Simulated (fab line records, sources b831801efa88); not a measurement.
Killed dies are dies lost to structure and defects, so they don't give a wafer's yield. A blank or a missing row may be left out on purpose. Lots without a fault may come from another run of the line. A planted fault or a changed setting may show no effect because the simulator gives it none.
fab line records | flow sky130
record lots=14 wafers=42 last_day=50
route steps=708 shown FIELD_ISO@5 NWELL@75 VT_ADJUST_HVTP@93 PAD_OPEN@708
lots that met no fault: from a run of the same line without faults
start_h: hours from the record's first day to the start of the lot's first wafer shown | wait_h: hours since the lot's step before | " the same as in the row above | L1.1+2: a row that stands for several wafers | - no value, or no start given | * or withheld: withheld | < > ~ a bound
route shown NAME@n: a module of which the file shows steps, and the number in the route of the first | usual: mean/standard deviation of fault-free wafers | same: alike in all rows | chamber/n: place in a boat | sites: the reading at each site | _std_site: their standard deviation | _edge_site: outer sites' mean less inner sites' | radius_mm: how far each site lies from the wafer's centre | mask NAME#n: copy n | behind: the tool/chamber that last shaped the wafer | hold: why the lot was held/for how many hours/how that ended | device: the transistor (n, p or np) that didn't switch | end of line: the same wafers' tests at the end of the route | a step without rows: its recipe alone | killed: dies lost to structure and defects at the first sort, not the wafer's yield | map: a wafer's dies, x killed, . not, _ none there
set.NAME: the setting as run; set.NAME@STEP: as run at that earlier step | model.NAME: the simulator's own value behind a step, which no gauge read
steps of the route over a sample of lots; a table a step, a row a wafer
## steps
# step SKY_FIELD_ISO_THK_MEAS_04
# recipe reads=Si3N4_of_FIELD_ISO_CVD_03
# usual FIELD_ISO_CVD_03_THK=166.7/1.5
# columns lot.wafer tool chamber start_h wait_h FIELD_ISO_CVD_03_THK[nm]
L626.2 film_metro-01 - 14.40 0.0 168.2
L626.3 " - " " 168.0
L626.6 " - " " 167.7
L627.1 film_metro-04 - 18.48 0.0 166.9
L627.5 " - " " 167.6
L627.6 " - " " 166.9
L628.3 film_metro-03 - 24.95 0.0 168.1
L628.4 " - " " 168.1
L628.5 " - " " 168.3
L631.1 film_metro-03 - 40.30 0.0 163.7
L631.2 " - " " 164.0
L631.3 " - " " 163.8
L632.1 film_metro-04 - 47.11 0.0 165.4
L632.3 " - " " 163.1
L632.6 " - " " 164.4
L635.1 film_metro-01 - 62.15 0.0 165.5
L635.5 " - " " 165.6
L635.6 " - " " 166.1
L636.1 film_metro-01 - 66.86 0.0 164.4
L636.2 " - " " 163.9
L636.6 " - " " 164.4
L637.1 film_metro-03 - 74.96 0.0 166.1
L637.3 " - " " 166.6
L637.5 " - " " 165.7
L640.3 film_metro-03 - 89.17 0.0 165.8
L640.4 " - " " 165.9
L640.6 " - " " 165.8
L642.2 film_metro-04 - 98.58 0.0 165.2
L642.4 " - " " 164.6
L642.6 " - " " 166.1
L643.1 film_metro-03 - 101.71 0.0 167.7
L643.2 " - " " 168.1
L643.4 " - " " 168.0
L646.1 film_metro-01 - 114.14 0.0 167.4
L646.4 " - " " 166.3
L646.5 " - " " 166.0
L647.2 film_metro-01 - 119.49 0.0 166.5
L647.3 " - " " 166.0
L647.6 " - " " 166.9
L649.1 film_metro-01 - 128.91 0.0 166.3
L649.4 " - " " 167.5
L649.6 " - " " 167.2
# step SKY_FIELD_ISO_CD_MEAS_13
# recipe target_cd_nm=150
# usual cd_nm=150.3/1.7
# columns lot.wafer tool chamber start_h wait_h cd_nm
L626.2 cd_sem-02 - 28.77 - 152.2
L626.3 " - " " 153.2
L626.6 " - " " 151.4
L627.1 cd_sem-02 - 32.92 - 149.0
L627.5 " - " " 148.2
L627.6 " - " " 148.5
L628.3 cd_sem-02 - 39.67 - 151.6
L628.4 " - " " 152.1
L628.5 " - " " 151.0
L631.1 cd_sem-02 - 55.10 - 151.1
L631.2 " - " " 149.2
L631.3 " - " " 150.2
L632.1 cd_sem-02 - 62.70 - 152.4
L632.3 " - " " 152.4
L632.6 " - " " 152.2
L635.1 cd_sem-02 - 77.78 - 148.2
L635.5 " - " " 150.1
L635.6 " - " " 151.9
L636.1 cd_sem-02 - 82.63 - 148.3
L636.2 " - " " 150.9
L636.6 " - " " 148.7
L637.1 cd_sem-02 - 90.33 - 150.4
L637.3 " - " " 150.1
L637.5 " - " " 150.7
L640.3 cd_sem-02 - 105.87 - 149.1
L640.4 " - " " 148.5
L640.6 " - " " 150.0
L642.2 cd_sem-02 - 116.35 - 150.9
L642.4 " - " " 150.0
L642.6 " - " " 150.4
L643.1 cd_sem-02 - 119.07 - 149.2
L643.2 " - " " 150.0
L643.4 " - " " 151.0
L646.1 cd_sem-02 - 132.32 - 154.8
L646.4 " - " " 153.8
L646.5 " - " " 155.2
L647.2 cd_sem-01 - 138.54 - 152.3
L647.3 " - " " 151.5
L647.6 " - " " 152.0
L649.1 cd_sem-02 - 147.29 - 149.0
L649.4 " - " " 148.6
L649.6 " - " " 149.5
# step SKY_NWELL_DEVELOP_22
# recipe wall_angle_deg=90 developer=TMAH develop_time_s=60 dev_temp_c=23
# usual developer_temp_C=23.02/0.096
# columns lot.wafer tool chamber start_h wait_h developer_temp_C
L626.2 litho_track-03 0 98 - 23.09
L626.3 " 0 " " 23.00
L626.6 " 0 " " 22.91
L627.1 litho_track-01 0 104 - 22.87
L627.5 " 0 " " 22.99
L627.6 " 0 " " 22.96
L628.3 litho_track-03 0 113 - 23.04
L628.4 " 0 " " 23.00
L628.5 " 0 " " 23.00
L631.1 litho_track-04 0 130 - 23.03
L631.2 " 0 " " 22.96
L631.3 " 0 " " 23.09
L632.1 litho_track-03 0 146 - 22.89
L632.3 " 0 " " 22.86
L632.6 " 0 " " 22.84
L635.1 litho_track-04 0 169 - 23.14
L635.5 " 0 " " 22.89
L635.6 " 0 " " 22.81
L636.1 litho_track-04 0 172 - 23.09
L636.2 " 0 " " 23.11
L636.6 " 0 " " 23.04
L637.1 litho_track-04 0 176 - 23.03
L637.3 " 0 " " 22.98
L637.5 " 0 " " 22.89
L640.3 litho_track-03 0 191 - 23.03
L640.4 " 0 " " 23.18
L640.6 " 0 192 - 23.07
L642.2 litho_track-01 0 203 - 23.10
L642.4 " 0 " " 22.92
L642.6 " 0 " " 23.00
L643.1 litho_track-03 0 207 - 23.17
L643.2 " 0 " " 23.03
L643.4 " 0 " " 22.99
L646.1 litho_track-04 0 225 - 23.05
L646.4 " 0 " " 23.06
L646.5 " 0 " " 23.12
L647.2 litho_track-04 0 231 - 22.92
L647.3 " 0 " " 23.02
L647.6 " 0 " " 22.99
L649.1 litho_track-04 0 240 - 23.07
L649.4 " 0 " " 23.03
L649.6 " 0 " " 22.90
# step SKY_NWELL_OVL_MEAS_23
# usual NWELL_01_OVL=0.3/1.3
# columns lot.wafer tool chamber start_h wait_h NWELL_01_OVL[nm]
L626.2 overlay-02 - 98.64 - -0.1
L626.3 " - " " 0.8
L626.6 " - " " 0.7
L627.1 overlay-02 - 104.52 - 1.4
L627.5 " - " " 2.1
L627.6 " - " " 1.6
L628.3 overlay-01 - 113.59 - 2.1
L628.4 " - " " 1.9
L628.5 " - " " 1.6
L631.1 overlay-02 - 130.16 - 0.4
L631.2 " - " " 0.9
L631.3 " - " " 1.2
L632.1 overlay-02 - 146.63 - 0.7
L632.3 " - " " 0.9
L632.6 " - " " 0.6
L635.1 overlay-02 - 169.51 - -1.3
L635.5 " - " " -2.1
L635.6 " - " " -1.3
L636.1 overlay-01 - 172.31 - 0.1
L636.2 " - " " 0.9
L636.6 " - " " 0.2
L637.1 overlay-01 - 176.86 - 1.7
L637.3 " - " " 1.8
L637.5 " - " " 0.6
L640.3 overlay-02 - 192.04 - 2.0
L640.4 " - " " -
L640.6 " - " " -
L642.2 overlay-02 - 203.28 - 1.3
L642.4 " - " " 0.6
L642.6 " - " " 0.1
L643.1 overlay-02 - 207.53 - -
L643.2 " - " " -0.3
L643.4 " - " " -
L646.1 overlay-02 - 225.66 - -0.5
L646.4 " - " " -1.6
L646.5 " - " " -0.4
L647.2 overlay-02 - 231.51 - -0.9
L647.3 " - " " -0.6
L647.6 " - " " -1.0
L649.1 overlay-01 - 240.21 - -0.7
L649.4 " - " " 0.9
L649.6 " - " " -0.3
# step SKY_VT_ADJUST_HVTP_OVL_MEAS_08
# usual VT_ADJUST_HVTP_OVL=1.2/1.3
# columns lot.wafer tool chamber start_h wait_h VT_ADJUST_HVTP_OVL[nm]
L626.2 overlay-01 - 117.17 0.1 1.9
L626.3 " - " " 2.9
L626.6 " - " " 0.2
L627.1 overlay-01 - 123.25 0.1 3.7
L627.5 " - " " 2.5
L627.6 " - " " 0.3
L628.3 overlay-01 - 132.68 0.1 -0.3
L628.4 " - " " 1.5
L628.5 " - " " 0.5
L631.1 overlay-02 - 149.96 0.1 0.1
L631.2 " - " " 1.3
L631.3 " - " " -1.3
L632.1 overlay-01 - 166.54 0.1 1.6
L632.3 " - " " 1.7
L632.6 " - " " 0.6
L635.1 overlay-02 - 190.50 0.1 1.3
L635.5 " - " " 0.6
L635.6 " - " " -0.4
L636.1 overlay-02 - 193.31 0.1 -1.2
L636.2 " - " " 0.6
L636.6 " - " " -1.7
L637.1 overlay-02 - 198.35 0.1 1.8
L637.3 " - " " 1.4
L637.5 " - " " 0.5
L640.3 overlay-02 - 214.13 0.1 1.3
L640.4 " - " " 1.5
L640.6 " - " " 0.2
L642.2 overlay-02 - 225.97 0.1 2.2
L642.4 " - " " 2.2
L642.6 " - " " 0.9
L643.1 overlay-01 - 230.35 0.1 1.1
L643.2 " - " " 0.8
L643.4 " - " " 1.2
L646.1 overlay-01 - 248.90 0.1 1.0
L646.4 " - " " 1.1
L646.5 " - " " 1.9
L647.2 overlay-01 - 254.81 0.1 0.2
L647.3 " - " " -1.7
L647.6 " - " " -1.1
L649.1 overlay-01 - 264.40 0.1 1.1
L649.4 " - " " 2.0
L649.6 " - " " 3.6
# step SKY_PAD_OPEN_PROBE_99
# usual killed_at_M0_to_M3=44/7.7 killed_at_M4_up=3.0/1.9 killed_at_contacts=25/5.6 killed_at_front_end=15/4.6 killed_at_other=0.3/0.47 killed_dies=86/9.9 killed_on_rim=17/3.6 killed_open=47/7.4 killed_short=39/5.9
# same gross_dies=492 killed_at_back_side=0
# columns lot.wafer tool chamber start_h wait_h killed_at_M0_to_M3 killed_at_M4_up killed_at_contacts killed_at_front_end killed_at_other killed_dies killed_on_rim killed_open killed_short
L627.1 prober-02 - 1086.90 0.1 44 0 33 17 1 95 24 54 41
L627.5 prober-02 - 1087.10 0.2 46 1 26 15 0 88 22 51 37
L627.6 prober-02 - 1087.15 0.2 49 4 26 10 0 89 22 47 42
L628.3 prober-01 - 1090.76 0.2 30 8 29 8 0 75 16 39 36
L628.4 prober-01 - 1090.81 0.2 43 9 20 14 0 86 11 46 40
L628.5 prober-01 - 1090.86 0.2 42 4 39 10 0 95 17 55 40
L626.2 prober-02 - 1091.90 0.1 49 4 31 7 0 91 16 51 40
L626.3 prober-02 - 1091.95 0.2 37 2 22 17 1 79 11 35 44
L626.6 prober-02 - 1092.10 0.2 54 1 26 13 1 95 12 58 37
L631.1 prober-01 - 1107.61 0.1 54 11 25 6 1 97 19 47 50
L631.2 prober-01 - 1107.66 0.1 42 3 21 17 0 83 19 47 36
L631.3 prober-01 - 1107.71 0.2 49 2 29 19 0 99 18 46 53
L632.1 prober-01 - 1135.26 0.1 54 4 18 17 1 94 16 50 44
L632.3 prober-01 - 1135.36 0.2 57 3 24 13 1 98 15 49 49
L632.6 prober-01 - 1135.51 0.2 43 2 30 9 0 84 15 43 41
L635.1 prober-02 - 1143.96 0.1 56 6 18 21 0 101 16 65 36
L635.5 prober-02 - 1144.16 0.2 54 3 23 16 1 97 22 55 42
L635.6 prober-02 - 1144.21 0.2 53 0 17 12 0 82 13 38 44
L637.1 prober-02 - 1146.56 0.1 38 2 38 15 0 93 11 48 45
L637.3 prober-02 - 1146.66 0.2 39 0 21 18 0 78 13 46 32
L637.5 prober-02 - 1146.76 0.2 58 0 19 9 0 86 14 56 30
L636.1 prober-01 - 1151.86 0.1 35 4 24 10 0 73 12 45 28
L636.2 prober-01 - 1151.91 0.1 30 6 23 11 0 70 12 34 36
L636.6 prober-01 - 1152.11 0.2 40 3 15 14 0 72 12 35 37
L640.3 prober-02 - 1165.74 0.2 48 6 28 10 0 92 14 49 43
L640.4 prober-02 - 1165.79 0.2 53 3 18 417 1 492 96 48 43
L640.6 prober-02 - 1165.89 0.2 52 6 24 409 1 492 96 60 41
L642.2 prober-02 - 1176.48 0.1 37 2 24 22 0 85 16 38 47
L642.4 prober-02 - 1176.58 0.2 41 4 25 8 1 79 17 47 32
L642.6 prober-02 - 1176.68 0.2 34 4 25 10 1 74 14 44 30
L643.1 prober-01 - 1176.69 0.1 48 3 29 412 0 492 96 52 40
L643.2 prober-01 - 1176.74 0.1 47 0 29 12 0 88 14 48 40
L643.4 prober-01 - 1176.84 0.2 41 3 29 419 0 492 96 52 31
L646.1 prober-02 - 1189.91 0.1 41 6 25 9 0 81 16 49 32
L646.4 prober-02 - 1190.06 0.2 28 3 23 20 0 74 17 40 30
L646.5 prober-02 - 1190.11 0.2 40 1 24 11 2 78 12 37 41
L647.2 prober-01 - 1195.17 0.1 37 2 26 7 1 73 14 42 31
L647.3 prober-01 - 1195.22 0.2 51 1 22 17 0 91 16 50 41
L647.6 prober-01 - 1195.37 0.2 37 6 26 13 0 82 18 49 33
L649.1 prober-01 - 1197.57 0.1 47 4 23 18 0 92 18 47 45
L649.4 prober-01 - 1197.72 0.2 43 3 20 19 0 85 16 42 43
L649.6 prober-01 - 1197.82 0.2 38 8 29 13 0 88 11 42 46
# killed by level:class
L627.1 CONTACT:geometric_particle:open=14 LI_CONTACT:geometric_particle:open=9 METAL2:geometric_particle:short=8 CONTACT:geometric_particle:short=7 VIA1:geometric_particle:open=7 POLY_GATE:geometric_particle:open=6 VIA1:geometric_particle:short=5 VIA2:geometric_particle:open=5
L627.5 VIA1:geometric_particle:open=15 LI_CONTACT:geometric_particle:open=7 POLY_GATE:geometric_particle:open=6 CONTACT:geometric_particle:open=6 METAL1:geometric_particle:short=6 VIA3:geometric_particle:open=6 CONTACT:geometric_particle:short=5 VIA2:geometric_particle:open=5
L627.6 METAL1:geometric_particle:short=11 VIA2:geometric_particle:open=9 CONTACT:geometric_particle:open=7 LOCAL_INTERCONNECT:geometric_particle:short=6 VIA3:geometric_particle:open=6 POLY_GATE:geometric_particle:open=5 LI_CONTACT:geometric_particle:open=5 VIA1:geometric_particle:open=5
L628.3 CONTACT:geometric_particle:open=11 VIA1:geometric_particle:open=8 LI_CONTACT:geometric_particle:open=7 LOCAL_INTERCONNECT:geometric_particle:short=6 METAL2:geometric_particle:short=6 METAL4:geometric_particle:short=5 VIA2:geometric_particle:open=4 CONTACT:geometric_particle:short=4
L628.4 VIA1:geometric_particle:open=12 CONTACT:geometric_particle:open=11 METAL2:geometric_particle:short=7 METAL4:geometric_particle:short=7 VIA2:geometric_particle:open=6 LOCAL_INTERCONNECT:geometric_particle:short=5 METAL1:geometric_particle:short=4 VIA3:geometric_particle:short=4
L628.5 VIA1:geometric_particle:open=16 LI_CONTACT:geometric_particle:open=13 CONTACT:geometric_particle:open=11 CONTACT:geometric_particle:short=7 VIA3:geometric_particle:open=7 LI_CONTACT:geometric_particle:short=5 METAL1:geometric_particle:short=5 POLY_GATE:geometric_particle:short=4
L626.2 CONTACT:geometric_particle:open=10 VIA3:geometric_particle:open=9 LI_CONTACT:geometric_particle:open=8 VIA2:geometric_particle:open=8 METAL1:geometric_particle:short=7 LOCAL_INTERCONNECT:geometric_particle:short=7 VIA1:geometric_particle:open=6 METAL2:geometric_particle:short=4
L626.3 VIA1:geometric_particle:open=8 VIA3:geometric_particle:open=8 FIELD_ISO:geometric_particle:short=6 LI_CONTACT:geometric_particle:open=6 LOCAL_INTERCONNECT:geometric_particle:short=6 VIA1:geometric_particle:short=6 METAL1:geometric_particle:short=5 FIELD_ISO:geometric_particle:open=4
L626.6 VIA1:geometric_particle:open=13 CONTACT:geometric_particle:open=11 VIA3:geometric_particle:open=8 LI_CONTACT:geometric_particle:open=7 VIA1:geometric_particle:short=7 VIA2:geometric_particle:open=6 METAL1:geometric_particle:short=5 CONTACT:geometric_particle:short=4
L631.1 VIA2:geometric_particle:open=13 METAL4:geometric_particle:short=11 VIA3:geometric_particle:open=9 LI_CONTACT:geometric_particle:open=7 CONTACT:geometric_particle:short=6 VIA1:geometric_particle:open=6 METAL2:geometric_particle:short=6 CONTACT:geometric_particle:open=5
L631.2 CONTACT:geometric_particle:open=9 VIA3:geometric_particle:short=8 FIELD_ISO:geometric_particle:open=7 LI_CONTACT:geometric_particle:open=7 VIA3:geometric_particle:open=6 METAL2:geometric_particle:short=5 METAL1:geometric_particle:short=5 VIA1:geometric_particle:open=5
L631.3 LOCAL_INTERCONNECT:geometric_particle:short=9 METAL2:geometric_particle:short=9 VIA3:geometric_particle:open=9 LI_CONTACT:geometric_particle:open=7 CONTACT:geometric_particle:open=7 VIA3:geometric_particle:short=7 VIA1:geometric_particle:open=6 FIELD_ISO:geometric_particle:short=5
L632.1 VIA1:geometric_particle:open=13 CONTACT:geometric_particle:short=8 METAL2:geometric_particle:short=7 VIA2:geometric_particle:open=7 CONTACT:geometric_particle:open=6 VIA3:geometric_particle:open=6 POLY_GATE:geometric_particle:open=5 METAL3:geometric_particle:short=5
L632.3 VIA1:geometric_particle:open=12 LI_CONTACT:geometric_particle:open=9 METAL2:geometric_particle:short=7 VIA2:geometric_particle:open=7 POLY_GATE:geometric_particle:short=6 VIA3:geometric_particle:open=6 VIA1:geometric_particle:short=5 CONTACT:geometric_particle:open=5
L632.6 CONTACT:geometric_particle:open=10 LI_CONTACT:geometric_particle:open=9 VIA1:geometric_particle:short=8 VIA1:geometric_particle:open=7 CONTACT:geometric_particle:short=5 METAL1:geometric_particle:short=4 METAL2:geometric_particle:short=4 VIA2:geometric_particle:open=4
L635.1 VIA1:geometric_particle:open=13 VIA2:geometric_particle:open=10 CONTACT:geometric_particle:open=9 METAL1:geometric_particle:short=7 VIA3:geometric_particle:open=7 POLY_GATE:geometric_particle:open=6 VIA1:geometric_particle:short=6 METAL2:geometric_particle:short=6
L635.5 VIA1:geometric_particle:open=15 CONTACT:geometric_particle:open=11 VIA2:geometric_particle:open=8 FIELD_ISO:geometric_particle:short=6 METAL1:geometric_particle:short=6 FIELD_ISO:geometric_particle:open=5 VIA1:geometric_particle:short=5 METAL2:geometric_particle:short=5
L635.6 METAL1:geometric_particle:short=9 VIA1:geometric_particle:open=8 CONTACT:geometric_particle:open=7 LI_CONTACT:geometric_particle:open=7 VIA3:geometric_particle:open=7 VIA3:geometric_particle:short=6 VIA2:geometric_particle:open=5 METAL3:geometric_particle:short=5
L637.1 CONTACT:geometric_particle:open=12 LI_CONTACT:geometric_particle:open=11 CONTACT:geometric_particle:short=8 FIELD_ISO:geometric_particle:short=6 VIA3:geometric_particle:open=6 VIA3:geometric_particle:short=6 METAL3:geometric_particle:short=5 VIA1:geometric_particle:short=4
L637.3 CONTACT:geometric_particle:open=11 VIA1:geometric_particle:open=8 FIELD_ISO:geometric_particle:open=6 VIA3:geometric_particle:open=6 VIA2:geometric_particle:open=6 VIA1:geometric_particle:short=6 POLY_GATE:geometric_particle:open=5 METAL3:geometric_particle:short=4
L637.5 VIA1:geometric_particle:open=14 VIA3:geometric_particle:open=11 VIA2:geometric_particle:open=10 LI_CONTACT:geometric_particle:open=7 METAL2:geometric_particle:short=6 POLY_GATE:geometric_particle:open=5 CONTACT:geometric_particle:open=5 METAL1:geometric_particle:short=4
L636.1 VIA1:geometric_particle:open=11 LI_CONTACT:geometric_particle:open=8 CONTACT:geometric_particle:open=8 FIELD_ISO:geometric_particle:open=5 VIA3:geometric_particle:open=5 VIA2:geometric_particle:open=4 LI_CONTACT:geometric_particle:short=4 METAL1:geometric_particle:short=3
L636.2 CONTACT:geometric_particle:open=6 CONTACT:geometric_particle:short=5 VIA1:geometric_particle:open=5 VIA2:geometric_particle:open=5 METAL2:geometric_particle:short=5 FIELD_ISO:geometric_particle:short=4 LI_CONTACT:geometric_particle:open=4 LOCAL_INTERCONNECT:geometric_particle:short=4
L636.6 METAL2:geometric_particle:short=10 POLY_GATE:geometric_particle:short=5 LOCAL_INTERCONNECT:geometric_particle:short=5 VIA1:geometric_particle:open=5 VIA2:geometric_particle:open=5 VIA3:geometric_particle:open=5 LI_CONTACT:geometric_particle:open=4 METAL1:geometric_particle:short=4
L640.3 VIA1:geometric_particle:open=15 LI_CONTACT:geometric_particle:open=7 CONTACT:geometric_particle:open=7 CONTACT:geometric_particle:short=6 METAL2:geometric_particle:short=6 VIA3:geometric_particle:open=6 LOCAL_INTERCONNECT:geometric_particle:short=5 VIA1:geometric_particle:short=5
L640.4 NWELL:area_develop=401 VIA1:geometric_particle:open=15 VIA3:geometric_particle:open=10 VIA3:geometric_particle:short=10 CONTACT:geometric_particle:open=8 FIELD_ISO:geometric_particle:short=4 POLY_GATE:geometric_particle:short=4 METAL1:geometric_particle:short=4
L640.6 NWELL:area_develop=391 VIA1:geometric_particle:open=11 VIA2:geometric_particle:open=11 CONTACT:geometric_particle:open=9 VIA3:geometric_particle:open=8 LI_CONTACT:geometric_particle:open=6 VIA3:geometric_particle:short=5 METAL4:geometric_particle:short=4
L642.2 CONTACT:geometric_particle:open=11 FIELD_ISO:geometric_particle:short=7 METAL1:geometric_particle:short=7 VIA2:geometric_particle:open=6 VIA1:geometric_particle:open=6 FIELD_ISO:geometric_particle:open=4 POLY_GATE:geometric_particle:short=4 POLY_GATE:geometric_particle:open=4
L642.4 VIA1:geometric_particle:open=13 CONTACT:geometric_particle:open=12 VIA3:geometric_particle:open=7 VIA2:geometric_particle:open=5 LI_CONTACT:geometric_particle:open=4 LOCAL_INTERCONNECT:geometric_particle:short=4 VIA1:geometric_particle:short=4 FIELD_ISO:geometric_particle:short=3
L642.6 VIA1:geometric_particle:open=13 LI_CONTACT:geometric_particle:open=7 CONTACT:geometric_particle:open=7 LI_CONTACT:geometric_particle:short=5 VIA3:geometric_particle:open=5 VIA2:geometric_particle:open=4 METAL2:geometric_particle:short=4 LOCAL_INTERCONNECT:geometric_particle:short=3
L643.1 NWELL:area_develop=400 VIA2:geometric_particle:open=11 VIA1:geometric_particle:open=11 LI_CONTACT:geometric_particle:open=8 CONTACT:geometric_particle:short=8 VIA1:geometric_particle:short=7 CONTACT:geometric_particle:open=6 VIA3:geometric_particle:open=5
L643.2 CONTACT:geometric_particle:open=11 VIA1:geometric_particle:open=9 VIA2:geometric_particle:open=7 LI_CONTACT:geometric_particle:open=6 CONTACT:geometric_particle:short=6 VIA1:geometric_particle:short=6 VIA3:geometric_particle:open=5 FIELD_ISO:geometric_particle:open=4
L643.4 NWELL:area_develop=409 CONTACT:geometric_particle:open=10 LI_CONTACT:geometric_particle:open=9 VIA3:geometric_particle:open=9 VIA1:geometric_particle:open=6 CONTACT:geometric_particle:short=5 VIA2:geometric_particle:open=5 VIA1:geometric_particle:short=4
L646.1 VIA1:geometric_particle:open=13 LI_CONTACT:geometric_particle:open=9 VIA2:geometric_particle:open=8 CONTACT:geometric_particle:short=6 CONTACT:geometric_particle:open=5 VIA3:geometric_particle:open=5 METAL2:geometric_particle:short=4 METAL4:geometric_particle:short=4
L646.4 CONTACT:geometric_particle:open=12 VIA2:geometric_particle:open=7 FIELD_ISO:geometric_particle:open=5 FIELD_ISO:geometric_particle:short=4 CONTACT:geometric_particle:short=4 POLY_GATE:area_etch=4 METAL2:geometric_particle:open=3 SPACER:geometric_particle:short=3
L646.5 VIA3:geometric_particle:open=8 VIA1:geometric_particle:open=7 METAL2:geometric_particle:short=7 LI_CONTACT:geometric_particle:short=6 CONTACT:geometric_particle:short=6 FIELD_ISO:geometric_particle:open=5 LI_CONTACT:geometric_particle:open=5 VIA2:geometric_particle:short=5
L647.2 LI_CONTACT:geometric_particle:open=11 VIA1:geometric_particle:open=9 CONTACT:geometric_particle:open=6 CONTACT:geometric_particle:short=5 VIA1:geometric_particle:short=5 VIA2:geometric_particle:short=4 VIA2:geometric_particle:open=4 FIELD_ISO:geometric_particle:open=3
L647.3 LI_CONTACT:geometric_particle:open=9 VIA1:geometric_particle:open=9 VIA2:geometric_particle:open=7 FIELD_ISO:geometric_particle:short=6 CONTACT:geometric_particle:open=6 VIA3:geometric_particle:short=6 POLY_GATE:geometric_particle:open=5 METAL1:geometric_particle:short=5
L647.6 VIA1:geometric_particle:open=10 VIA2:geometric_particle:open=8 CONTACT:geometric_particle:short=7 CONTACT:geometric_particle:open=7 LI_CONTACT:geometric_particle:open=5 METAL4:geometric_particle:short=5 FIELD_ISO:geometric_particle:open=4 LI_CONTACT:geometric_particle:short=4
L649.1 VIA1:geometric_particle:open=9 METAL1:geometric_particle:short=9 CONTACT:geometric_particle:open=8 VIA2:geometric_particle:open=7 VIA3:geometric_particle:open=7 LOCAL_INTERCONNECT:geometric_particle:short=6 VIA1:geometric_particle:short=6 FIELD_ISO:geometric_particle:short=5
L649.4 VIA2:geometric_particle:open=8 VIA3:geometric_particle:open=8 CONTACT:geometric_particle:short=7 FIELD_ISO:geometric_particle:short=6 METAL1:geometric_particle:short=5 CONTACT:geometric_particle:open=5 VIA1:geometric_particle:short=5 VIA1:geometric_particle:open=5
L649.6 CONTACT:geometric_particle:open=10 VIA1:geometric_particle:open=8 LI_CONTACT:geometric_particle:open=7 METAL1:geometric_particle:short=7 CONTACT:geometric_particle:short=5 LI_CONTACT:geometric_particle:short=4 VIA1:geometric_particle:short=4 METAL2:geometric_particle:short=4
## key
first_sign step=SKY_NWELL_OVL_MEAS_23 reading=NWELL_01_OVL direction=missing
effect step=SKY_PAD_OPEN_PROBE_99 reading=killed_at_front_end direction=up sigmas=88 usual=15 struck=414
more_kills_born_at SKY_NWELL_DEVELOP_22@litho_track-03=1601
met_at SKY_NWELL_DEVELOP_22
struck_lots L640,L643
struck_wafers L640.4,L640.6,L643.1,L643.4
tester_left_out L640,L643
not_acting_at SKY_FIELD_ISO_THK_MEAS_04,SKY_FIELD_ISO_CD_MEAS_13,SKY_VT_ADJUST_HVTP_OVL_MEAS_08
fault kind=process_parameter_drift tool=litho_track-03 chamber=- onset_h=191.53 steps=SKY_NWELL_DEVELOP_22 channel=develop_time_s offset=* shape=step end_h=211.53 scope=struck_wafers_only acts_in=* stated=*
# tester_left_out: of these lots the tester's yield and bins aren't shown, on N5 and GAA mostly nor the transistor test; their killed dies are dies lost to structure and defects alone, not to doping, threshold or leakage, so they don't give the yield
